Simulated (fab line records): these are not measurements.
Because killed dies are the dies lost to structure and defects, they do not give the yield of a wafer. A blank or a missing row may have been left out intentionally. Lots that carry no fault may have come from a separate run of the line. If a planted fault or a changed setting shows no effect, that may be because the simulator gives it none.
Comparing a struck lot with a sound one + flow sky130 + 16 out of 708 route steps
Sound: wafers L221.2, L221.4, L221.5. Wafers struck: L224.1, L224.5, L224.6. The cause comes at the end.
Per side, at each step with rows, come the tool, then ch with its chambers, and then its first start. Under that, the readings that differ: sound wafers + struck wafers + difference of the means + sigmas: that difference in standard deviations of wafers without a fault.
alike: readings whose means differ by less than 2 such deviations, and words and numbers that are the same on both sides. not compared: withheld readings, readings that some wafer has no value for, bounds like >300 that may hide the same value, and numbers for which the record gives no deviation and whose values overlap.
The two part at a step that has a row with sigmas, a row that says differs or no value, or rows on one side only. Non-overlapping numbers with no deviation appear without sigmas and do not part them. A reading that every wafer of one side lacks parts them only if that side has two wafers or more.

first, 3 steps without rows for these wafers: SKY_METAL2_EXPOSE_12 (exposes mask MM2, target cd 140 nm); SKY_METAL2_PEB_13; SKY_METAL2_DEVELOP_14 (develop time 60 s).
SKY_METAL2_CD_MEAS_15: the cd target is 140 nm.
  sound on cd sem-02 at day 39 11:49; struck on cd sem-01 at day 40 07:20
  alike: cd nm
SKY_METAL2_OVL_MEAS_16:
  sound on overlay-01 at day 39 11:55; struck on overlay-01 at day 40 07:27
  alike: METAL2_OVL
SKY_METAL2_DESCUM_17: chemistry O2, time 8 s.
  sound on rie metal-03 ch 0,1, day 39 11:56; struck on rie metal-03 ch 0, day 40 07:29
| reading    | sound             | struck            | difference | sigmas |
|------------|-------------------|-------------------|------------|--------|
| temp c (C) | 40.18 40.18 40.06 | 39.99 39.87 39.86 | -0.23      | -2     |
  alike: drypump motor current A, oes product au
  not compared: rf hours counter h
SKY_METAL2_ETCH_18: etches BARC in N2/H2, stops on SiO2, time 45.9 s, target depth 60 nm.
  sound on rie metal-03 ch 0,1, day 39 11:58; struck on rie metal-03 ch 0, day 40 07:33
  alike: drypump motor current A, oes product au, throttle valve pct
  not compared: rf hours counter h
SKY_METAL2_METAL_ETCH_19: etches the open film in Cl2/BCl3, stops on SiO2, target depth 360 nm, time 78 s.
  sound on rie metal-03 ch 0,1, day 39 12:02; struck on rie metal-03 ch 0, day 40 07:41
  alike: drypump motor current A, oes product au, throttle valve pct
  not compared: rf hours counter h
SKY_METAL2_STRIP_20: strips in O2/N2.
  sound on plasma asher-01 ch 0,1, day 39 12:08; struck on plasma asher-04 ch 0,1, day 40 07:52
  alike: drypump motor current A, oes product au, strip time to endpoint s
  not compared: rf hours counter h
then, 3 steps without rows for these wafers: SKY_METAL2_STRIP_21 (strips in post etch residue remover, time 1200 s); SKY_METAL2_CLEAN_22 (cleans in IPA, time 180 s); SKY_METAL2_CLEAN_23 (cleans in O3/DIW).
SKY_VIA2_HDPCVD_00: deposits SiO2, target thk 1180 nm, time 196.7 s.
  sound on hdpcvd-01 ch 0,1,2, day 39 12:44; struck on hdpcvd-01 ch 0,1,2, day 40 08:27
| reading                                  | sound             | struck            | difference | sigmas |
|------------------------------------------|-------------------|-------------------|------------|--------|
| run length s (s)                         | 225.3 224.6 223.7 | 243.8 244.3 244.1 | +19.5      | +39    |
| model.SiO2_of_VIA2_HDPCVD_00.thk nm (nm) | 1177 1200 1191    | 1331 1318 1326    | +136       |        |
SKY_VIA2_THK_MEAS_01:
  sound on film metro-03 at day 39 12:52; struck on film metro-01 at day 40 08:34
| reading              | sound          | struck         | difference | sigmas |
|----------------------|----------------|----------------|------------|--------|
| VIA2_HDPCVD_THK (nm) | 1178 1200 1191 | 1330 1318 1326 | +135       | +10    |
SKY_VIA2_CMP_02: polishes SiO2.
  sound on cmp-02 ch 0,2,3, day 39 12:55; struck on cmp-01 ch 0,2,3, day 40 08:47
  alike: edge zone pressure frac, motor current A
SKY_PAD_OPEN_PROBE_99:
  rows exist in the record for the sound wafers here (prober-02, day 49 04:54), none for the struck ones

== WHERE THEY PART ==
At SKY_METAL2_DESCUM_17 first; at SKY_PAD_OPEN_PROBE_99 last (within this record only).

WHY: whatever the simulator had introduced
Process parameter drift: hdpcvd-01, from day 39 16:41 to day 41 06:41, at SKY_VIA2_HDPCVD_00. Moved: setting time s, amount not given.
